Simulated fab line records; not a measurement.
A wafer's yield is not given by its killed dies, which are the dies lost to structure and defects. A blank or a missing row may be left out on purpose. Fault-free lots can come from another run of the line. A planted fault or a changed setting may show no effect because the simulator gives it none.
A struck lot beside a sound one | flow sky130 | 14 out of 708 route steps
Sound: these wafers, L901.1, L901.3, L901.4. Wafers struck: L892.3, L892.4, L892.6. Last of all comes the cause.
Per side, at each step with rows, come the tool, then ch with its chambers, and then its first start. Under that, the readings that differ: sound wafers | struck wafers | difference of the means | sigmas: that difference in standard deviations of wafers without a fault.
alike: readings whose means differ by less than 2 such deviations, and words and numbers that are the same on both sides. not compared: withheld readings, readings that some wafer has no value for, bounds like >300 that may hide the same value, and numbers for which the record gives no deviation and whose values overlap.
A row with sigmas, a row that says differs or no value, or rows on one side alone: a step with any of these is where the two part. Non-overlapping numbers with no deviation appear without sigmas and do not part them. Lack of a reading on every wafer of one side parts them only where that side has two or more wafers.

SKY_NWELL_OVL_MEAS_10:
  sound on overlay-02 at day 8 15:33; struck on overlay-01 at day 6 09:14
  alike: NWELL_00_OVL
then, 3 steps without rows for these wafers: SKY_NWELL_IMPLANT_11; SKY_NWELL_IMPLANT_12; SKY_NWELL_IMPLANT_13.
SKY_NWELL_STRIP_14: strips in O2/N2.
  sound on plasma asher-01 ch 0,1, day 8 16:02; struck on plasma asher-02 ch 0,1, day 6 09:45
  alike: chamber pressure mTorr, drypump motor current A, oes product au, strip time to endpoint s
  not compared: rf hours counter h
SKY_NWELL_TW_MEAS_15:
  sound on film metro-04 at day 8 16:08; struck on film metro-04 at day 6 09:50
  alike: NWELL_TW
then, 6 steps without rows for these wafers: SKY_NWELL_DEHYDRATE_16 (time 60 s); SKY_NWELL_HMDS_17 (prime time 60 s); SKY_NWELL_COAT_18 (resist thk 3000 nm); SKY_NWELL_SOFTBAKE_19; SKY_NWELL_EXPOSE_20 (exposes mask NWM COMPLEMENT, target cd 840 nm); SKY_NWELL_PEB_21.
SKY_NWELL_DEVELOP_22: develop time 60 s.
  struck on litho track-04, day 7 04:00; sound on litho track-03 ch 0, day 9 14:00
  no value came back on the struck wafers for chill plate temp C (C), develop time s (s), exhaust pa (Pa); on the sound wafers chill plate temp C (C) reads 22.90 23.00 23.06
SKY_NWELL_OVL_MEAS_23:
  sound on overlay-01 at day 9 14:55; struck on overlay-02 at day 7 04:59
  reading           | sound          | struck | difference                    | sigmas
  NWELL_01_OVL (nm) | -2.4 -1.1 -3.6 | - - -  | no value on the struck wafers |

## WHERE THEY PART
At SKY_NWELL_DEVELOP_22 first; at SKY_NWELL_OVL_MEAS_23 last (within this record only).

WHY: whatever the simulator had introduced
Skipped step whole: litho track-04, from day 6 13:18 on, at SKY_NWELL_DEVELOP_22. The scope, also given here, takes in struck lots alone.
